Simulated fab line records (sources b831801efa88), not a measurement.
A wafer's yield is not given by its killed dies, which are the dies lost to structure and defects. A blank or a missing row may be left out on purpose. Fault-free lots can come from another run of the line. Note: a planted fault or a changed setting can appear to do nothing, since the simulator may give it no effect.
What tool caused it? / flow gf180mcu / 72 wafers from 24 lots sampled at 4 of the route's 602 steps

WHAT EACH GAUGE READ, for each wafer
GF_M2_CD_MEAS_14: the cd target is 280 nm. Usual: 280.1 nm for cdNm, sd 1.2.
lot=L074; measured=day 19 03:13; on=cdSem-01; cdNm (nm)=280.2 279.4 278.7; flag=
lot=L075; measured=day 19 15:30; on=cdSem-02; cdNm (nm)=279.8 280.2 279.5; flag=
lot=L076; measured=day 19 23:49; on=cdSem-02; cdNm (nm)=279.8 279.8 279.5; flag=
lot=L077; measured=day 20 08:31; on=cdSem-01; cdNm (nm)=278.8 277.3 278.2; flag=
lot=L078; measured=day 20 20:16; on=cdSem-02; cdNm (nm)=279.6 281.0 281.1; flag=
lot=L079; measured=day 21 05:07; on=cdSem-02; cdNm (nm)=278.3 277.4 278.6; flag=
lot=L080; measured=day 21 08:39; on=cdSem-01; cdNm (nm)=281.3 281.8 281.2; flag=
lot=L081; measured=day 21 18:04; on=cdSem-01; cdNm (nm)=281.6 279.9 280.0; flag=
lot=L082; measured=day 22 14:04; on=cdSem-02; cdNm (nm)=280.9 280.5 281.1; flag=
lot=L083; measured=day 22 15:45; on=cdSem-01; cdNm (nm)=283.0 281.5 281.7; flag=
lot=L084; measured=day 22 23:59; on=cdSem-01; cdNm (nm)=278.7 278.3 279.9; flag=
lot=L085; measured=day 23 07:25; on=cdSem-02; cdNm (nm)=281.0 281.2 282.3; flag=
lot=L086; measured=day 23 21:52; on=cdSem-02; cdNm (nm)=281.4 281.1 280.1; flag=
lot=L087; measured=day 24 01:52; on=cdSem-02; cdNm (nm)=281.8 281.0 281.6; flag=
lot=L088; measured=day 24 09:10; on=cdSem-02; cdNm (nm)=279.9 279.3 279.7; flag=
lot=L089; measured=day 24 14:34; on=cdSem-02; cdNm (nm)=281.5 280.1 281.6; flag=
lot=L090; measured=day 24 22:02; on=cdSem-02; cdNm (nm)=278.4 279.1 277.7; flag=
lot=L091; measured=day 25 03:26; on=cdSem-02; cdNm (nm)=280.3 281.6 279.4; flag=
lot=L092; measured=day 25 13:10; on=cdSem-01; cdNm (nm)=279.2 279.0 278.5; flag=
lot=L093; measured=day 26 00:29; on=cdSem-02; cdNm (nm)=281.5 281.8 281.1; flag=
lot=L094; measured=day 26 07:31; on=cdSem-01; cdNm (nm)=280.1 280.4 281.2; flag=
lot=L095; measured=day 26 13:40; on=cdSem-02; cdNm (nm)=279.4 279.1 280.3; flag=
lot=L096; measured=day 26 17:04; on=cdSem-01; cdNm (nm)=277.5 277.3 277.9; flag=
lot=L097; measured=day 27 02:00; on=cdSem-01; cdNm (nm)=279.7 280.5 281.3; flag=

GF_M5_OVL_MEAS_08. Usual: M5_OVL typically reads 2 nm, with standard deviation 5.7.
lot=L074; measured=day 26 05:23; on=overlay-01; M5_OVL (nm)=5 1 2; flag=
lot=L075; measured=day 26 16:20; on=overlay-02; M5_OVL (nm)=-3 -3 -8; flag=
lot=L076; measured=day 26 23:38; on=overlay-02; M5_OVL (nm)=2 4 4; flag=
lot=L077; measured=day 27 08:08; on=overlay-01; M5_OVL (nm)=-2 8 -1; flag=
lot=L078; measured=day 27 18:04; on=overlay-01; M5_OVL (nm)=3 7 7; flag=
lot=L079; measured=day 28 00:05; on=overlay-01; M5_OVL (nm)=1 1 -3; flag=
lot=L080; measured=day 28 04:26; on=overlay-01; M5_OVL (nm)=9 4 2; flag=
lot=L081; measured=day 28 10:14; on=overlay-01; M5_OVL (nm)=-5 2 10; flag=
lot=L082; measured=day 29 03:22; on=overlay-02; M5_OVL (nm)=9 6 12; flag=
lot=L083; measured=day 29 05:44; on=overlay-01; M5_OVL (nm)=-4 4 -1; flag=
lot=L084; measured=day 29 11:42; on=overlay-02; M5_OVL (nm)=2 6 3; flag=
lot=L085; measured=day 29 18:44; on=overlay-02; M5_OVL (nm)=3 13 -2; flag=
lot=L086; measured=day 30 06:23; on=overlay-01; M5_OVL (nm)=4 7 4; flag=
lot=L087; measured=day 30 10:08; on=overlay-02; M5_OVL (nm)=2 -3 -1; flag=
lot=L088; measured=day 30 15:22; on=overlay-01; M5_OVL (nm)=4 -6 -3; flag=
lot=L089; measured=day 30 19:47; on=overlay-01; M5_OVL (nm)=6 -11 -8; flag=
lot=L090; measured=day 31 01:08; on=overlay-02; M5_OVL (nm)=5 7 10; flag=
lot=L091; measured=day 31 05:05; on=overlay-02; M5_OVL (nm)=3 -7 -3; flag=
lot=L092; measured=day 31 14:14; on=overlay-01; M5_OVL (nm)=-2 -4 0; flag=
lot=L093; measured=day 32 00:41; on=overlay-02; M5_OVL (nm)=8 10 6; flag=
lot=L094; measured=day 32 04:28; on=overlay-02; M5_OVL (nm)=-6 -6 -5; flag=
lot=L095; measured=day 32 09:47; on=overlay-02; M5_OVL (nm)=2 -5 1; flag=
lot=L096; measured=day 32 13:35; on=overlay-02; M5_OVL (nm)=-6 5 0; flag=
lot=L097; measured=day 32 20:20; on=overlay-02; M5_OVL (nm)=9 4 -4; flag=

WHAT TOOL EACH LOT RAN ON (gives the tool, then ch and the chambers of the sampled wafers, and finally the start)
lot=L074; GF_MIM_SPUTTER_00=pvdSputter-02, day 24 10:07; GF_MIM_SPUTTER_02=pvdSputter-02, day 24 10:15
lot=L075; GF_MIM_SPUTTER_00=pvdSputter-01, day 24 21:42; GF_MIM_SPUTTER_02=pvdSputter-01, day 24 21:50
lot=L076; GF_MIM_SPUTTER_00=pvdSputter-01, day 25 04:34; GF_MIM_SPUTTER_02=pvdSputter-01, day 25 04:42
lot=L077; GF_MIM_SPUTTER_00=pvdSputter-03, day 25 13:53; GF_MIM_SPUTTER_02=pvdSputter-03, day 25 14:01
lot=L078; GF_MIM_SPUTTER_00=pvdSputter-02, day 25 23:49; GF_MIM_SPUTTER_02=pvdSputter-02, day 25 23:57
lot=L079; GF_MIM_SPUTTER_00=pvdSputter-03, day 26 07:02; GF_MIM_SPUTTER_02=pvdSputter-03, day 26 07:10
lot=L080; GF_MIM_SPUTTER_00=pvdSputter-01, day 26 10:40; GF_MIM_SPUTTER_02=pvdSputter-01, day 26 10:48
lot=L081; GF_MIM_SPUTTER_00=pvdSputter-01, day 26 17:56; GF_MIM_SPUTTER_02=pvdSputter-01, day 26 18:04
lot=L082; GF_MIM_SPUTTER_00=pvdSputter-03, day 27 11:40; GF_MIM_SPUTTER_02=pvdSputter-03, day 27 11:48
lot=L083; GF_MIM_SPUTTER_00=pvdSputter-01, day 27 14:21; GF_MIM_SPUTTER_02=pvdSputter-01, day 27 14:29
lot=L084; GF_MIM_SPUTTER_00=pvdSputter-02, day 27 20:22; GF_MIM_SPUTTER_02=pvdSputter-02, day 27 20:30
lot=L085; GF_MIM_SPUTTER_00=pvdSputter-02, day 28 04:19; GF_MIM_SPUTTER_02=pvdSputter-02, day 28 04:26
lot=L086; GF_MIM_SPUTTER_00=pvdSputter-03, day 28 15:17; GF_MIM_SPUTTER_02=pvdSputter-03, day 28 15:25
lot=L087; GF_MIM_SPUTTER_00=pvdSputter-03, day 28 18:46; GF_MIM_SPUTTER_02=pvdSputter-03, day 28 18:54
lot=L088; GF_MIM_SPUTTER_00=pvdSputter-02, day 29 01:10; GF_MIM_SPUTTER_02=pvdSputter-02, day 29 01:18
lot=L089; GF_MIM_SPUTTER_00=pvdSputter-03, day 29 06:33; GF_MIM_SPUTTER_02=pvdSputter-03, day 29 06:41
lot=L090; GF_MIM_SPUTTER_00=pvdSputter-02, day 29 11:42; GF_MIM_SPUTTER_02=pvdSputter-02, day 29 11:50
lot=L091; GF_MIM_SPUTTER_00=pvdSputter-03, day 29 16:58; GF_MIM_SPUTTER_02=pvdSputter-03, day 29 17:06
lot=L092; GF_MIM_SPUTTER_00=pvdSputter-02, day 30 02:33; GF_MIM_SPUTTER_02=pvdSputter-02, day 30 02:41
lot=L093; GF_MIM_SPUTTER_00=pvdSputter-01, day 30 12:02; GF_MIM_SPUTTER_02=pvdSputter-01, day 30 12:10
lot=L094; GF_MIM_SPUTTER_00=pvdSputter-02, day 30 17:47; GF_MIM_SPUTTER_02=pvdSputter-02, day 30 17:55
lot=L095; GF_MIM_SPUTTER_00=pvdSputter-01, day 30 22:25; GF_MIM_SPUTTER_02=pvdSputter-01, day 30 22:33
lot=L096; GF_MIM_SPUTTER_00=pvdSputter-03, day 31 02:52; GF_MIM_SPUTTER_02=pvdSputter-03, day 31 03:00
lot=L097; GF_MIM_SPUTTER_00=pvdSputter-02, day 31 09:48; GF_MIM_SPUTTER_02=pvdSputter-02, day 31 09:56
- GF_MIM_SPUTTER_00: material Ti, target thk 37.5 nm, time 150 s.
- GF_MIM_SPUTTER_02: material AlCu, target thk 450 nm, time 23.9 s.

AS READ BY THE TOOLS THEMSELVES (means over the sampled wafers that have a number; for cases with no such wafer, the mark the record gives instead)
GF_MIM_SPUTTER_00. Usual: 29.9 % for throttleValvePct, sd 1.
lot=L074; tool=pvdSputter-02; throttleValvePct (%)=29.7; flag=
lot=L075; tool=pvdSputter-01; throttleValvePct (%)=29.8; flag=
lot=L076; tool=pvdSputter-01; throttleValvePct (%)=29.5; flag=
lot=L077; tool=pvdSputter-03; throttleValvePct (%)=30.5; flag=
lot=L078; tool=pvdSputter-02; throttleValvePct (%)=30.1; flag=
lot=L079; tool=pvdSputter-03; throttleValvePct (%)=29.4; flag=
lot=L080; tool=pvdSputter-01; throttleValvePct (%)=29.4; flag=
lot=L081; tool=pvdSputter-01; throttleValvePct (%)=29.9; flag=
lot=L082; tool=pvdSputter-03; throttleValvePct (%)=30.5; flag=
lot=L083; tool=pvdSputter-01; throttleValvePct (%)=29.7; flag=
lot=L084; tool=pvdSputter-02; throttleValvePct (%)=29.1; flag=
lot=L085; tool=pvdSputter-02; throttleValvePct (%)=29.5; flag=
lot=L086; tool=pvdSputter-03; throttleValvePct (%)=29.6; flag=
lot=L087; tool=pvdSputter-03; throttleValvePct (%)=30.5; flag=
lot=L088; tool=pvdSputter-02; throttleValvePct (%)=29.6; flag=
lot=L089; tool=pvdSputter-03; throttleValvePct (%)=29.4; flag=
lot=L090; tool=pvdSputter-02; throttleValvePct (%)=29.6; flag=
lot=L091; tool=pvdSputter-03; throttleValvePct (%)=30.2; flag=
lot=L092; tool=pvdSputter-02; throttleValvePct (%)=29.6; flag=
lot=L093; tool=pvdSputter-01; throttleValvePct (%)=30.2; flag=
lot=L094; tool=pvdSputter-02; throttleValvePct (%)=30.1; flag=
lot=L095; tool=pvdSputter-01; throttleValvePct (%)=30.4; flag=
lot=L096; tool=pvdSputter-03; throttleValvePct (%)=30.7; flag=
lot=L097; tool=pvdSputter-02; throttleValvePct (%)=30.1; flag=

GF_MIM_SPUTTER_02. Usual: 29.9 % for throttleValvePct, sd 1.
lot=L074; tool=pvdSputter-02; throttleValvePct (%)=29.7; flag=
lot=L075; tool=pvdSputter-01; throttleValvePct (%)=29.9; flag=
lot=L076; tool=pvdSputter-01; throttleValvePct (%)=29.4; flag=
lot=L077; tool=pvdSputter-03; throttleValvePct (%)=30.6; flag=
lot=L078; tool=pvdSputter-02; throttleValvePct (%)=30.1; flag=
lot=L079; tool=pvdSputter-03; throttleValvePct (%)=29.2; flag=
lot=L080; tool=pvdSputter-01; throttleValvePct (%)=29.4; flag=
lot=L081; tool=pvdSputter-01; throttleValvePct (%)=29.7; flag=
lot=L082; tool=pvdSputter-03; throttleValvePct (%)=30.5; flag=
lot=L083; tool=pvdSputter-01; throttleValvePct (%)=29.9; flag=
lot=L084; tool=pvdSputter-02; throttleValvePct (%)=29.2; flag=
lot=L085; tool=pvdSputter-02; throttleValvePct (%)=29.4; flag=
lot=L086; tool=pvdSputter-03; throttleValvePct (%)=29.7; flag=
lot=L087; tool=pvdSputter-03; throttleValvePct (%)=30.6; flag=
lot=L088; tool=pvdSputter-02; throttleValvePct (%)=29.7; flag=
lot=L089; tool=pvdSputter-03; throttleValvePct (%)=29.3; flag=
lot=L090; tool=pvdSputter-02; throttleValvePct (%)=29.4; flag=
lot=L091; tool=pvdSputter-03; throttleValvePct (%)=30.3; flag=
lot=L092; tool=pvdSputter-02; throttleValvePct (%)=29.7; flag=
lot=L093; tool=pvdSputter-01; throttleValvePct (%)=30.2; flag=
lot=L094; tool=pvdSputter-02; throttleValvePct (%)=29.8; flag=
lot=L095; tool=pvdSputter-01; throttleValvePct (%)=30.3; flag=
lot=L096; tool=pvdSputter-03; throttleValvePct (%)=30.7; flag=
lot=L097; tool=pvdSputter-02; throttleValvePct (%)=29.9; flag=

THE ANSWER, worked out from the rows above alone
Rule: take the mean of a lot's wafers that have a number; if it is more than 3 standard deviations from the usual mean, the lot is off. Also off: a lot with no number at a reading for which 4 or more lots have one. The other lots that the step has rows for count as sound. After the gauges, taken in route order, come the tools' own readings; for these a lot's mean is taken, as printed above. The first step at which some lot is off is used, and at that step the reading that is off furthest; a lot without a number counts as furthest.
Across all readings shown, no lot is off: no conclusion can be drawn from this.

WHAT THE SIMULATOR PUT IN
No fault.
